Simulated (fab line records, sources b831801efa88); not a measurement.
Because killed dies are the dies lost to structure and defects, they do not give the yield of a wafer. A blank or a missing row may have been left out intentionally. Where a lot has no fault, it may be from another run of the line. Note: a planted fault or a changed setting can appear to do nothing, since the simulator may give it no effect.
A lot that was struck, set against a sound lot | flow gf180mcu | 26 out of 602 route steps
Sound: these wafers, L411.1, L411.2, L411.5. Struck: wafer L412.2 (L412.3, L412.5, from the same lot, were not struck and are left out); the cause is given at the end.
Each step with rows lists, per side, the tool, then ch with its chambers, then its first start. Under that, the readings that differ: sound wafers | struck wafers | difference of the means | sigmas: that difference in standard deviations of wafers without a fault.
alike: a reading whose means differ by less than 2 such deviations, as well as words and numbers matching on both sides. not compared: withheld readings; readings where some wafer has no value; bounds like >300 that might hide an equal value; numbers whose values overlap and for which the record gives no deviation.
The two part at a step that has a row with sigmas, a row that says differs or no value, or rows on one side only. Non-overlapping numbers with no deviation appear without sigmas and do not part them. Lack of a reading on every wafer of one side parts them only where that side has two or more wafers.

first, 1 step without rows for these wafers: GF_V4_CVD_23 (deposits W, target thk 350 nm, time 104.9 s).
GF_V4_RS_MEAS_24: measures by four-point-probe.
  sound: film_metro-02 at day 26 10:11; struck: film_metro-02 at day 26 17:28
  alike: V4_W_RS
GF_V4_THK_MEAS_25: measures by xrf.
  sound: film_metro-02 at day 26 10:19; struck: film_metro-02 at day 26 17:34
  alike: V4_W_THK
GF_V4_CMP_26: polishes, stops on SiO2, t overpolish 15 s, target thk 0 nm.
  sound on cmp-02 ch 1,2, day 26 10:22; struck on cmp-01 ch 0, day 26 17:38
  alike: motor_current_A, overpolish_run_s, slurry_flow_ml_min, time_to_endpoint_s
then, 3 steps without rows for these wafers: GF_MIM_SPUTTER_00 (material Ti, target thk 37.5 nm, time 150 s); GF_MIM_SPUTTER_01 (material TiN, target thk 30 nm, time 25 s); GF_MIM_SPUTTER_02 (material AlCu, target thk 450 nm, time 23.9 s).
GF_MIM_SPUTTER_03: material Ti, target thk 10 nm, time 6.7 s.
  sound: pvd_sputter-01 at day 26 10:50; struck: pvd_sputter-01 at day 26 18:05
  alike: throttle_valve_pct
then, 2 steps without rows for these wafers: GF_MIM_SPUTTER_04 (material TiN, target thk 50 nm, time 41.7 s); GF_MIM_CVD_05 (deposits Si3N4, target thk 42 nm, time 29.086 s).
GF_MIM_THK_MEAS_06:
  sound: film_metro-01 at day 26 10:55; struck: film_metro-03 at day 26 18:11
  alike: MIM_CVD_05_THK
GF_MIM_SPUTTER_07: material TiN, target thk 60 nm, time 50 s.
  sound: pvd_sputter-03 at day 26 10:59; struck: pvd_sputter-02 at day 26 18:14
  alike: throttle_valve_pct
GF_MIM_SPUTTER_08: material AlCu, target thk 200 nm, time 10.6 s.
  sound: pvd_sputter-03 at day 26 11:02; struck: pvd_sputter-02 at day 26 18:17
  reading                                  | sound             | struck | difference | sigmas
  model.AlCu_of_MIM_SPUTTER_08.thk_nm (nm) | 200.3 202.9 202.5 | 258.6  | +56.7      |
  alike: throttle_valve_pct
GF_MIM_SPUTTER_09: material TiN, target thk 35 nm, time 29.2 s.
  sound: pvd_sputter-03 at day 26 11:03; struck: pvd_sputter-02 at day 26 18:19
  alike: throttle_valve_pct
GF_MIM_RS_MEAS_10: measures by four-point-probe.
  sound: film_metro-04 at day 26 11:05; struck: film_metro-01 at day 26 18:22
  reading              | sound                | struck | difference | sigmas
  MIM_ALCU_RS (ohm/sq) | 0.1598 0.1576 0.1583 | 0.1224 | -0.0362    | -26
GF_MIM_THK_MEAS_11: measures by xrf.
  sound: film_metro-04 at day 26 11:12; struck: film_metro-01 at day 26 18:28
  reading           | sound             | struck | difference | sigmas
  MIM_ALCU_THK (nm) | 199.2 203.8 202.5 | 258.5  | +56.7      | +30
then, 7 steps without rows for these wafers: GF_MIM_DEHYDRATE_12 (time 60 s); GF_MIM_HMDS_13 (prime time 60 s); GF_MIM_COAT_14 (resist thk 1000 nm); GF_MIM_SOFTBAKE_15 (time 60 s); GF_MIM_EXPOSE_16 (exposes mask FuseTop, target cd 2000 nm); GF_MIM_PEB_17; GF_MIM_DEVELOP_18 (develop time 60 s).
GF_MIM_METAL_ETCH_19: etches the open film in Cl2/BCl3, stops on Si3N4, target depth 324.5 nm, time 54.1 s.
  sound on rie_metal-02 ch 0,1, day 27 07:40; struck on rie_metal-03 ch 0, day 27 14:37
  reading                | sound                | struck | difference | sigmas
  oes_product_au (a.u.)  | 0.950 0.941 0.944    | 0.996  | +0.051     | +9
  throttle_valve_pct (%) | 28.282 28.277 28.285 | 28.225 | -0.056     | -6
  alike: bias_w, drypump_motor_current_A, mfc_cl2_sccm
  not compared: rf_hours_counter_h
GF_MIM_STRIP_20: strips in O2/N2.
  sound on plasma_asher-02 ch 0,1, day 27 07:44; struck on plasma_asher-04 ch 0, day 27 14:41
  reading            | sound       | struck | difference | sigmas
  heater_power_w (W) | 322 339 347 | 397    | +61        | +2
  alike: drypump_motor_current_A, o2_flow_sccm, oes_product_au, strip_time_to_endpoint_s
  not compared: rf_hours_counter_h
-- the record jumps here: 3 days lie between the struck wafers' starts before and after (it left off in module MIM and takes up again in module PASSIVATION, whose first step shown is number 602 of the route) --
GF_PASSIVATION_PROBE_99:
  the record has rows for the struck wafers here (prober-01, day 31 00:36) and none for the sound ones

## WHERE THEY PART
Earliest at GF_MIM_RS_MEAS_10; latest, in this record, at GF_PASSIVATION_PROBE_99.

WHY: the cause the simulator had injected
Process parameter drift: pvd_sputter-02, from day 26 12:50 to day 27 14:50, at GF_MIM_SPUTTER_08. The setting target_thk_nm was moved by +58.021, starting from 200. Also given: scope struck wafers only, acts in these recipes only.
